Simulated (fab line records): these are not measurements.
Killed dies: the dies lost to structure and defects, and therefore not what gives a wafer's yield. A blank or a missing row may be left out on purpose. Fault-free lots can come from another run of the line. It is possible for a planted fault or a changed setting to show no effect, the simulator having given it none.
Which tool was responsible? ; flow sky130 ; 33 wafers from 11 lots sampled at 2 of the route's 708 steps

== WHAT THE GAUGES SHOWED, per wafer ==
SKY_DNWELL_TW_MEAS_09. Usual: for DNWELL_TW the level is 1108 and the standard deviation is 6.8.
lot;measured;on;DNWELL_TW;flag
L331;day 3 09:09;film metro-04;1110 1109 1104;
L334;day 4 02:44;film metro-01;1111 1119 1110;
L342;day 5 20:26;film metro-04;1110 1112 1112;
L343;day 6 12:47;film metro-01;1119 1116 1117;
L345;day 7 03:45;film metro-01;1101 1100 1103;
L347;day 7 15:08;film metro-02;1103 1105 1107;
L348;day 7 23:48;film metro-01;1102 1114 1110;
L349;day 8 00:08;film metro-04;1107 1108 1114;
L350;day 8 09:20;film metro-02;1093 1085 1099;
L353;day 9 01:11;film metro-02;1105 1113 1116;
L352;day 9 01:34;film metro-01;1117 1116 1115;

SKY_NWELL_TW_MEAS_26. Usual: for NWELL_2_TW the level is 494 and the standard deviation is 3.3.
lot;measured;on;NWELL_2_TW;flag
L331;day 5 12:01;film metro-04;489 492 493;
L334;day 6 07:14;film metro-01;499 500 501;
L342;day 8 02:37;film metro-04;495 496 494;
L343;day 8 21:59;film metro-01;500 496 497;
L345;day 9 14:43;film metro-01;494 495 495;
L347;day 10 05:38;film metro-04;493 487 494;
L348;day 10 14:47;film metro-02;492 490 492;
L349;day 10 15:52;film metro-04;489 490 488;
L350;day 11 02:43;film metro-01;499 499 500;
L353;day 11 19:17;film metro-02;493 492 491;
L352;day 11 19:59;film metro-04;491 494 492;

== EACH LOT AND THE TOOL THAT RAN IT (in order: tool; ch and the chambers of the sampled wafers; start) ==
The record holds no process step before these readings.

== WHAT THE TOOLS THEMSELVES READ (means of the sampled wafers that have a number; where no wafer has one, the mark that the record gives instead) ==
The record holds no such reading with a usual standard deviation.

== THE ANSWER, worked out from the rows above alone ==
Rule: a lot is off if the mean of its wafers that have a number lies more than 3 standard deviations from the usual mean. A lot without any number at a reading at which 4 lots or more have one is off too. Where the step has rows for the other lots, those lots are counted as sound. The gauges are gone through in route order, then the tools' own readings, and for those a lot's mean is taken as printed above. At the first step where some lot is off, the reading lying furthest off is the one used; lots without a number count as furthest.
No lot is off on any of the readings shown, so nothing can be concluded from this.

== WHAT THE SIMULATOR HAD INSERTED ==
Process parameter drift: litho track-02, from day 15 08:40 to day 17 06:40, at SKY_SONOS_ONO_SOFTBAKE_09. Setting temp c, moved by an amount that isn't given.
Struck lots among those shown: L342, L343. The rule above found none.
